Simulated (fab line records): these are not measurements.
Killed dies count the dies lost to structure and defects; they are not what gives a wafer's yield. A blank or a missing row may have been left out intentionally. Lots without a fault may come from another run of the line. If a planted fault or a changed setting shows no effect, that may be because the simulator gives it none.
fab line records -- flow gf180mcu
record: lots: 11, wafers: 33, last_day: 35
route steps=602 shown CONTACT@291 M1@317
lots that met no fault: taken from a fault-free run of the same line
start_h: hours from the record's first day to the start of the lot's first wafer shown -- wait_h: how many hours have passed since the lot's step before this one -- " the same as in the row above -- L1.1+2: a row that stands for several wafers -- - no value present, or no start provided -- * or withheld: withheld -- < > ~ a bound
route shown NAME@n: a module of which the file shows steps, and the number in the route of the first -- usual: average and standard deviation across the fault-free wafers -- same: alike in all rows -- chamber/n: place in a boat -- sites: readings site by site -- _std_site: the standard deviation of these -- _edge_site: outer sites' mean less inner sites' -- radius_mm: how far each site lies from the wafer's centre -- mask NAME#n: copy n -- behind: the most recent tool/chamber to have shaped the wafer -- hold: what put the lot on hold/how long, in hours/how the hold closed -- device: the n, p or np transistor that did not switch -- end of line: the route-end tests of the same wafers -- step lacking rows: just its recipe -- killed: dies lost to structure and defects at the first sort, not the wafer's yield -- map: the dies of a wafer, with x for killed, . for not killed, _ for no die there
set.NAME: the run value of the setting; set.NAME@STEP: its run value at that earlier step -- model.NAME: the simulator's own value behind a step, which no gauge read
the route's steps for a sample of lots (tables are steps, rows are wafers)
services: from which hour (start_h, from the record's first day; less than 0 if before it) a tool's chamber was out of use, for how many hours, and why
== steps ==
step: GF_CONTACT_CMP_04
recipe: material: SiO2, down_force_psi: 4, platen_rpm: 60, pad_velocity_m_s: 0.94248
usual: edge_zone_pressure_frac: 0.999/0.0051, motor_current_A: 11.4/0.96, time_to_endpoint_s: 112/6.4
lot.wafer,tool,chamber,start_h,wait_h,edge_zone_pressure_frac,motor_current_A,time_to_endpoint_s
L844.4,cmp-01,3,342.48,0.1,1.000,11.7,113
L844.3,cmp-01,0,342.48,0.1,1.000,11.8,116
L844.5,cmp-01,3,342.48,0.1,0.998,11.4,107
L845.1,cmp-02,1,354.30,0.1,0.999,11.4,105
L845.2,cmp-02,2,354.30,0.1,0.994,11.6,106
L845.4,cmp-02,3,354.30,0.1,1.001,9.9,118
L856.1,cmp-02,3,456.96,0.1,1.014,10.6,111
L856.2,cmp-02,0,456.96,0.1,1.010,12.9,115
L856.4,cmp-02,2,456.96,0.1,1.000,11.5,109
L857.3,cmp-02,1,461.82,0.0,1.002,10.8,101
L857.1,cmp-02,0,461.82,0.0,1.003,13.1,113
L857.5,cmp-02,1,461.82,0.0,1.004,11.4,108
L860.3,cmp-01,3,486.36,0.1,0.996,11.5,119
L860.1,cmp-01,0,486.36,0.1,1.009,11.0,121
L860.2,cmp-01,1,486.36,0.1,1.000,10.5,113
L861.1,cmp-02,3,496.70,0.1,0.999,9.7,108
L861.2,cmp-02,0,496.70,0.1,0.996,13.5,116
L861.5,cmp-02,2,496.70,0.1,0.993,11.9,105
L863.1,cmp-01,1,510.36,0.2,1.002,10.5,109
L863.2,cmp-01,3,510.36,0.2,0.996,11.3,111
L863.5,cmp-01,0,510.36,0.2,0.993,10.7,126
L864.1,cmp-02,2,522.21,0.1,0.994,11.8,102
L864.4,cmp-02,0,522.21,0.1,0.993,13.4,116
L864.2,cmp-02,1,522.21,0.1,0.995,11.1,112
L865.4,cmp-01,2,529.17,0.0,1.001,10.6,122
L865.3,cmp-01,1,529.17,0.0,0.995,11.2,117
L865.6,cmp-01,3,529.17,0.0,1.007,11.4,108
L866.4,cmp-02,2,541.55,0.0,1.009,11.6,113
L866.1,cmp-02,3,541.55,0.0,1.002,10.8,114
L866.5,cmp-02,3,541.55,0.0,0.990,10.6,121
L867.4,cmp-02,0,551.96,0.1,0.993,13.4,126
L867.2,cmp-02,2,551.96,0.1,1.004,11.1,106
L867.6,cmp-02,3,551.96,0.1,1.008,10.1,125
step: GF_M1_SPUTTER_02
recipe: material: AlCu, target_thk_nm: 450, power_w: 10600, time_s: 23.9, chamber_pressure_pa: 0.4
usual: throttle_valve_pct: 30.4/1
lot.wafer,tool,chamber,start_h,wait_h,throttle_valve_pct
L844.3,pvd_sputter-01,-,366.29,0.0,29.6
L844.4,pvd_sputter-01,-,366.29,0.0,32.2
L844.5,pvd_sputter-01,-,366.29,0.0,30.7
L845.1,pvd_sputter-01,-,378.74,0.0,29.7
L845.2,pvd_sputter-01,-,378.74,0.0,32.3
L845.4,pvd_sputter-01,-,378.74,0.0,30.9
L856.1,pvd_sputter-01,-,483.33,0.0,30.8
L856.2,pvd_sputter-01,-,483.33,0.0,29.6
L856.4,pvd_sputter-01,-,483.33,0.0,30.5
L857.1,pvd_sputter-01,-,487.96,0.0,29.8
L857.3,pvd_sputter-01,-,487.96,0.0,30.8
L857.5,pvd_sputter-01,-,487.96,0.0,30.5
L860.1,pvd_sputter-01,-,512.18,0.0,30.4
L860.2,pvd_sputter-01,-,512.18,0.0,29.5
L860.3,pvd_sputter-01,-,512.18,0.0,30.7
L861.1,pvd_sputter-01,-,522.55,0.0,30.8
L861.2,pvd_sputter-01,-,522.55,0.0,29.9
L861.5,pvd_sputter-01,-,522.55,0.0,30.4
L863.1,pvd_sputter-04,-,534.74,0.0,27.9
L863.2,pvd_sputter-04,-,534.74,0.0,29.9
L863.5,pvd_sputter-04,-,534.74,0.0,30.1
L864.1,pvd_sputter-02,-,546.97,0.0,29.3
L864.2,pvd_sputter-02,-,546.97,0.0,31.7
L864.4,pvd_sputter-02,-,546.97,0.0,29.2
L865.3,pvd_sputter-02,-,553.83,0.0,31.2
L865.4,pvd_sputter-02,-,553.83,0.0,31.7
L865.6,pvd_sputter-02,-,553.83,0.0,31.1
L866.1,pvd_sputter-02,-,565.84,0.0,28.9
L866.4,pvd_sputter-02,-,565.84,0.0,31.1
L866.5,pvd_sputter-02,-,565.84,0.0,29.2
L867.2,pvd_sputter-01,-,576.06,0.0,30.7
L867.4,pvd_sputter-01,-,576.06,0.0,30.7
L867.6,pvd_sputter-01,-,576.06,0.0,29.7
step: GF_M1_EXPOSE_11
recipe: mask_id: Metal1, target_cd_nm: 230, na: 0.68, source_shape: conventional, sigma_outer: 0.6, dose_mj: 28
usual: exposure_dose_mJ_cm2: 28.003/0.029
lot.wafer,tool,chamber,start_h,wait_h,mask,exposure_dose_mJ_cm2
L844.3,krf_scanner-01,0,378.75,-,Metal1#0,27.984
L844.4,krf_scanner-01,0,378.75,-,Metal1#0,28.003
L844.5,krf_scanner-01,0,378.75,-,Metal1#0,28.001
L845.1,krf_scanner-02,0,390.48,-,Metal1#0,28.082
L845.2,krf_scanner-02,0,390.48,-,Metal1#0,28.037
L845.4,krf_scanner-02,0,390.48,-,Metal1#0,28.059
L856.1,krf_scanner-02,0,495.17,-,Metal1#0,27.983
L856.2,krf_scanner-02,0,495.17,-,Metal1#0,27.997
L856.4,krf_scanner-02,0,495.17,-,Metal1#0,27.986
L857.1,krf_scanner-01,0,499.83,-,Metal1#0,27.562
L857.3,krf_scanner-01,0,499.83,-,Metal1#0,27.586
L857.5,krf_scanner-01,0,499.83,-,Metal1#0,27.573
L860.1,krf_scanner-02,0,524.26,-,Metal1#0,28.020
L860.2,krf_scanner-02,0,524.26,-,Metal1#0,28.021
L860.3,krf_scanner-02,0,524.26,-,Metal1#0,27.982
L861.1,krf_scanner-02,0,534.24,-,Metal1#0,28.023
L861.2,krf_scanner-02,0,534.24,-,Metal1#0,27.996
L861.5,krf_scanner-02,0,534.24,-,Metal1#0,28.003
L863.1,krf_scanner-02,0,545.77,-,Metal1#0,28.030
L863.2,krf_scanner-02,0,545.77,-,Metal1#0,27.994
L863.5,krf_scanner-02,0,545.77,-,Metal1#0,28.030
L864.1,krf_scanner-02,0,558.60,-,Metal1#0,27.977
L864.2,krf_scanner-02,0,558.60,-,Metal1#0,27.966
L864.4,krf_scanner-02,0,558.60,-,Metal1#0,27.994
L865.3,krf_scanner-01,0,565.65,-,Metal1#0,28.005
L865.4,krf_scanner-01,0,565.65,-,Metal1#0,28.024
L865.6,krf_scanner-01,0,565.65,-,Metal1#0,27.984
L866.1,krf_scanner-01,0,576.95,-,Metal1#0,28.046
L866.4,krf_scanner-01,0,576.95,-,Metal1#0,27.988
L866.5,krf_scanner-01,0,576.95,-,Metal1#0,27.969
L867.2,krf_scanner-02,0,587.40,-,Metal1#0,27.967
L867.4,krf_scanner-02,0,587.40,-,Metal1#0,27.931
L867.6,krf_scanner-02,0,587.40,-,Metal1#0,27.950
step: GF_M1_CD_MEAS_14
recipe: target_cd_nm: 230
usual: cd_nm: 230.2/1.1
lot.wafer,tool,chamber,start_h,wait_h,cd_nm
L844.3,cd_sem-02,-,389.98,0.1,231.8
L844.4,cd_sem-02,-,389.98,0.1,231.8
L844.5,cd_sem-02,-,389.98,0.1,231.6
L845.1,cd_sem-01,-,402.04,0.1,230.2
L845.2,cd_sem-01,-,402.04,0.1,230.2
L845.4,cd_sem-01,-,402.04,0.1,230.3
L856.1,cd_sem-02,-,507.55,0.1,230.4
L856.2,cd_sem-02,-,507.55,0.1,228.8
L856.4,cd_sem-02,-,507.55,0.1,229.1
L857.1,cd_sem-01,-,511.70,0.1,213.0
L857.3,cd_sem-01,-,511.70,0.1,220.0
L857.5,cd_sem-01,-,511.70,0.1,224.3
L860.1,cd_sem-02,-,535.84,0.1,229.8
L860.2,cd_sem-02,-,535.84,0.1,229.5
L860.3,cd_sem-02,-,535.84,0.1,230.1
L861.1,cd_sem-02,-,545.00,0.1,230.9
L861.2,cd_sem-02,-,545.00,0.1,229.1
L861.5,cd_sem-02,-,545.00,0.1,230.2
L863.1,cd_sem-02,-,557.10,0.1,229.6
L863.2,cd_sem-02,-,557.10,0.1,230.9
L863.5,cd_sem-02,-,557.10,0.1,230.0
L864.1,cd_sem-01,-,569.63,0.1,231.7
L864.2,cd_sem-01,-,569.63,0.1,231.4
L864.4,cd_sem-01,-,569.63,0.1,230.8
L865.3,cd_sem-01,-,576.73,0.1,229.9
L865.4,cd_sem-01,-,576.73,0.1,231.1
L865.6,cd_sem-01,-,576.73,0.1,228.7
L866.1,cd_sem-01,-,587.73,0.1,229.8
L866.4,cd_sem-01,-,587.73,0.1,229.9
L866.5,cd_sem-01,-,587.73,0.1,229.5
L867.2,cd_sem-01,-,598.50,0.1,231.3
L867.4,cd_sem-01,-,598.50,0.1,231.2
L867.6,cd_sem-01,-,598.50,0.1,231.8
step: GF_M1_STRIP_17
recipe: chemistry: O2/N2, power_w: 1400, pressure_mtorr: 1500, platen_temp_c: 250, o2_flow_sccm: 3000, n2_flow_sccm: 300, overash_fraction: 0.5
usual: chamber_pressure_mTorr: 1500/5.7, drypump_motor_current_A: 5.6/0.49, heater_power_w: 342/54, oes_product_au: 0.538/0.0058, strip_time_to_endpoint_s: 7.38/0.071
lot.wafer,tool,chamber,start_h,wait_h,chamber_pressure_mTorr,drypump_motor_current_A,heater_power_w,oes_product_au,rf_hours_counter_h,strip_time_to_endpoint_s
L844.3,plasma_asher-04,1,390.25,0.1,1500,5.6,346,0.536,-,7.40
L844.4,plasma_asher-04,0,390.25,0.1,1503,5.1,367,0.532,-,7.46
L844.5,plasma_asher-04,0,390.25,0.1,1499,5.1,355,0.540,-,7.45
L845.1,plasma_asher-04,0,402.33,0.1,1499,5.1,357,0.530,73,7.40
L845.2,plasma_asher-04,1,402.33,0.1,1500,5.6,332,0.546,73,7.49
L845.4,plasma_asher-04,1,402.33,0.1,1500,5.6,341,0.539,-,7.49
L856.1,plasma_asher-04,0,507.97,0.2,1499,5.1,360,0.545,86,7.50
L856.2,plasma_asher-04,1,507.97,0.2,1500,5.6,346,0.540,86,7.52
L856.4,plasma_asher-04,1,507.97,0.2,1500,5.6,340,0.547,-,7.47
L857.1,plasma_asher-01,0,511.99,0.1,1499,5.0,358,0.538,71,7.33
L857.3,plasma_asher-01,1,511.99,0.1,1501,5.4,395,0.537,-,7.41
L857.5,plasma_asher-01,0,511.99,0.1,1501,5.0,363,0.542,-,7.40
L860.1,plasma_asher-03,1,536.13,0.1,1501,6.2,230,0.538,12,7.34
L860.2,plasma_asher-03,0,536.13,0.1,1499,6.3,385,0.538,12,7.30
L860.3,plasma_asher-03,1,536.13,0.1,1501,6.2,219,0.528,-,7.36
L861.1,plasma_asher-01,1,545.29,0.1,1501,5.4,392,0.535,74,7.38
L861.2,plasma_asher-01,0,545.29,0.1,1498,5.0,356,0.536,74,7.45
L861.5,plasma_asher-01,1,545.29,0.1,1502,5.4,383,0.531,-,7.37
L863.1,plasma_asher-03,0,557.39,0.1,1499,6.3,391,0.530,14,7.28
L863.2,plasma_asher-03,1,557.39,0.1,1502,6.2,231,0.536,14,7.32
L863.5,plasma_asher-03,0,557.39,0.1,1499,6.3,385,0.539,-,7.26
L864.1,plasma_asher-04,0,569.92,0.1,1503,5.1,358,0.526,93,7.27
L864.2,plasma_asher-04,1,569.92,0.1,1500,5.6,347,0.530,93,7.29
L864.4,plasma_asher-04,1,569.92,0.1,1498,5.6,351,0.542,-,7.32
L865.3,plasma_asher-03,0,577.01,0.1,1499,6.3,386,0.534,-,7.41
L865.4,plasma_asher-03,1,577.01,0.1,1498,6.2,229,0.541,-,7.32
L865.6,plasma_asher-03,0,577.01,0.1,1500,6.3,394,0.544,-,7.43
L866.1,plasma_asher-03,1,588.02,0.1,1501,6.2,229,0.545,18,7.39
L866.4,plasma_asher-03,1,588.02,0.1,1500,6.2,229,0.539,-,7.44
L866.5,plasma_asher-03,1,588.02,0.1,1501,6.2,223,0.546,-,7.46
L867.2,plasma_asher-01,1,598.77,0.1,1499,5.4,392,0.528,79,7.26
L867.4,plasma_asher-01,0,598.77,0.1,1498,5.0,370,0.541,-,7.28
L867.6,plasma_asher-01,0,598.77,0.1,1503,5.0,355,0.528,-,7.26
== services ==
tool,chamber,start_h,hours,kind
krf_scanner-01,-,318.72,4.0,pm
cmp-01,-,336.74,1.2,repair
cmp-02,-,341.66,4.2,repair
pvd_sputter-01,-,341.93,0.7,repair
krf_scanner-02,-,345.04,1.0,pm
krf_scanner-01,-,361.48,1.0,pm
plasma_asher-03,-,362.82,4.3,repair
cmp-02,-,363.93,4.4,pm
cmp-01,-,379.54,5.9,repair
krf_scanner-01,-,386.13,0.8,pm
cmp-02,-,400.25,4.7,repair
krf_scanner-02,-,406.73,3.2,repair
cmp-02,-,435.24,2.0,repair
cmp-02,-,453.21,0.9,repair
krf_scanner-02,-,484.11,0.8,pm
krf_scanner-02,-,492.05,1.3,pm
krf_scanner-02,-,514.06,1.0,pm
krf_scanner-02,-,515.21,0.8,repair
krf_scanner-02,-,525.94,2.4,repair
cmp-02,-,572.00,4.0,pm
cmp-02,-,581.91,1.5,repair
pvd_sputter-01,-,584.33,3.7,repair
cmp-02,-,594.59,0.9,repair
krf_scanner-02,-,598.19,0.6,repair
== key ==
first_sign: step: GF_M1_EXPOSE_11, reading: exposure_dose_mJ_cm2, direction: down, sigmas: 15, usual: 28.003, struck: 27.574
effect: step: GF_M1_CD_MEAS_14, reading: cd_nm, direction: down, sigmas: 9.7, usual: 230.2, struck: 219.1, through: control_loop
met_at GF_M1_EXPOSE_11
struck_lots L857
loop_trim: step: GF_M1_EXPOSE_11, setting: dose, lots: L857
baseline_loss: step: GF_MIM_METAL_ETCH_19, wafers: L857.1
not_acting_at GF_CONTACT_CMP_04,GF_M1_SPUTTER_02,GF_M1_STRIP_17
onset_between 378.75 499.83
fault: kind: process_parameter_drift, tool: krf_scanner-01, chamber: -, onset_h: 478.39, steps: GF_M1_EXPOSE_11, channel: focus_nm, offset: 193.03, spread_by_wafer: 0.3, shape: step, end_h: 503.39
loop_trim: a control loop set the setting to another value than it would have without faults
baseline_loss: these wafers lose ten dies or more at that step, a loss of the line's own and not of a fault; the sort's usual values leave them out
